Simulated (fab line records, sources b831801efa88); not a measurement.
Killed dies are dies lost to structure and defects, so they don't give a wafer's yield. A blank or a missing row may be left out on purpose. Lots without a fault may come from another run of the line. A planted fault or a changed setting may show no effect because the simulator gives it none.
Chamber matching | flow sfq_line | SFQ_TRILAYER_I7_VIA_ETCH_VIA_ETCH_190 on rie_diel-03: 4 sister chambers
The step etches SiO2 in CHF3, stops on Nb, target depth 260 nm. 8 wafers are shown with their chamber, then 6 later ones without.

WAFERS WITH THEIR CHAMBER
wafer  | chamber | drypump_motor_current_A (A) | oes_product_au (a.u.)
L619.6 | 3       | 5.5                         | 0.855
L626.1 | 0       | 6.2                         | 0.849
L626.6 | 1       | 5.9                         | 0.845
L630.3 | 3       | 5.5                         | 0.848
L630.4 | 1       | 5.9                         | 0.859
L630.5 | 2       | 5.9                         | 0.851
L632.1 | 2       | 6.0                         | 0.850
L632.6 | 0       | 6.2                         | 0.860

WAFERS WITHOUT THEIR CHAMBER
wafer  | drypump_motor_current_A (A) | oes_product_au (a.u.)
L636.3 | 5.5                         | 0.841
L636.5 | 6.2                         | 0.850
L636.6 | 5.9                         | 0.852
L638.1 | 5.9                         | 0.860
L638.3 | 6.0                         | 0.862
L638.5 | 6.1                         | 0.854

WHICH CHAMBER EACH WENT THROUGH
wafer  | from the rows above     | in truth
L636.3 | 3                       | 3
L636.5 | 0                       | 0
L636.6 | can't be placed: 1 or 2 | 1
L638.1 | can't be placed: 1 or 2 | 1
L638.3 | can't be placed: 2 or 1 | 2
L638.5 | can't be placed: 0 or 2 | 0
Placed correctly: 2 of 6. Can't be placed from these rows: 4 (the true chamber is among the candidates in 4). Placed wrongly: 0.
How it was worked out, from the rows above alone: a wafer's distance from a chamber is the root of the sum, over the readings, of the square of ((its reading less the chamber's mean) divided by the reading's scatter). The wafer belongs to the nearest chamber; if the next one is less than 2 further off, it can't be placed. A chamber's mean is the mean of its shown wafers. The scatter: the root of (the sum of the squares of (reading less its chamber's mean) over the shown wafers, divided by (wafers less chambers)).
